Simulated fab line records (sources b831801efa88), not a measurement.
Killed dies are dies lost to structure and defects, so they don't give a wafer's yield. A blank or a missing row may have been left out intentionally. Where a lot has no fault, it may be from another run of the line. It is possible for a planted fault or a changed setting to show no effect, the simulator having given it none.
A struck lot beside a sound one ; flow gf180mcu ; 15 steps out of a route of 602
Sound: these wafers, L717.3, L717.4, L717.6. Struck: wafers L725.2, L725.4, L725.6. The cause is given at the end.
Order at every step that has rows: each side's tool, ch and its chambers, its first start. Under that, the readings that differ: sound wafers ; struck wafers ; difference of the means ; sigmas: that difference in standard deviations of wafers without a fault.
alike: readings whose means differ by less than 2 such deviations, and words and numbers that are the same on both sides. not compared: withheld readings, readings that some wafer has no value for, bounds like >300 that may hide the same value, and numbers for which the record gives no deviation and whose values overlap.
A row with sigmas, a row that says differs or no value, or rows on one side alone: a step with any of these is where the two part. Numbers that don't overlap but have no deviation are shown without sigmas and don't part them. A reading missing from all wafers of one side parts the sides only when that side holds two or more wafers.

first, 1 step without rows for these wafers: GF_TOP_METAL_CLEAN_19 (cleans in DIW).
GF_PASSIVATION_CVD_00: deposits SiO2 from TEOS, target thk 1000 nm, time 111.95 s.
  sound on pecvd-01 ch 0,1,2, day 30 15:40; struck on pecvd-01 ch 0,2, day 32 18:45
  alike: heater_power_outer_w, heater_power_w, susceptor_temp_C
GF_PASSIVATION_THK_MEAS_01:
  sound on film_metro-04, day 30 15:46; struck on film_metro-03, day 32 18:50
  alike: PASSIVATION_CVD_00_THK
GF_PASSIVATION_CVD_02: deposits Si3N4, target thk 700 nm, time 486.18 s.
  sound on pecvd-03 ch 1,2, day 30 15:48; struck on pecvd-02 ch 0,1,2, day 32 18:53
  alike: heater_power_outer_w, heater_power_w, susceptor_temp_C
GF_PASSIVATION_THK_MEAS_03:
  sound on film_metro-04, day 30 16:07; struck on film_metro-03, day 32 19:11
  alike: PASSIVATION_CVD_02_THK
then, 7 steps without rows for these wafers: GF_PASSIVATION_DEHYDRATE_04 (time 60 s); GF_PASSIVATION_HMDS_05 (prime time 60 s); GF_PASSIVATION_COAT_06 (resist thk 4000 nm); GF_PASSIVATION_SOFTBAKE_07; GF_PASSIVATION_EXPOSE_08 (exposes mask Pad, target cd 40000 nm); GF_PASSIVATION_PEB_09; GF_PASSIVATION_DEVELOP_10 (develop time 60 s).
GF_PASSIVATION_ETCH_11: etches the open film in CF4/O2, stops on TiN, target depth 1800 nm, time 400 s.
  sound on rie_diel-02 ch 0,3, day 31 09:50; struck on rie_diel-02 ch 1,2, day 33 10:40
reading;sound;struck;difference;sigmas
oes_product_au (a.u.);0.964 0.975 0.972;0.901 0.885 0.906;-0.073;-10
throttle_valve_pct (%);5.974 5.969 5.971;5.953 5.952 5.942;-0.022;-2
model.PASSIVATION.feature_depth_nm (nm);1701 1728 1721;1520 1490 1523;-206;
model.etch.depth_nm (nm);1701 1728 1721;1520 1490 1523;-206;
model.coat_of_PASSIVATION_COAT_06.thk_nm (nm);2828 2826 2816;2972 3016 2982;+167;
  alike: drypump_motor_current_A
  not compared: rf_hours_counter_h
GF_PASSIVATION_STRIP_12: strips in O2/N2.
  sound on plasma_asher-02 ch 0,1, day 31 10:06; struck on plasma_asher-03 ch 0,1, day 33 10:53
reading;sound;struck;difference;sigmas
strip_time_to_endpoint_s (s);35.11 35.09 34.97;36.75 37.27 36.87;+1.91;+10
  alike: drypump_motor_current_A, heater_power_w, n2_flow_sccm, oes_product_au
  not compared: rf_hours_counter_h
then, 1 step without rows for these wafers: GF_PASSIVATION_ANNEAL_13 (time 1800 s).

WHERE THEY PART
At GF_PASSIVATION_ETCH_11 first; at GF_PASSIVATION_STRIP_12 last (within this record only).

WHY: what the simulator had put in
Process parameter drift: rie_diel-02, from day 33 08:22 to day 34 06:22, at GF_PASSIVATION_ETCH_11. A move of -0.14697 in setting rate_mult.
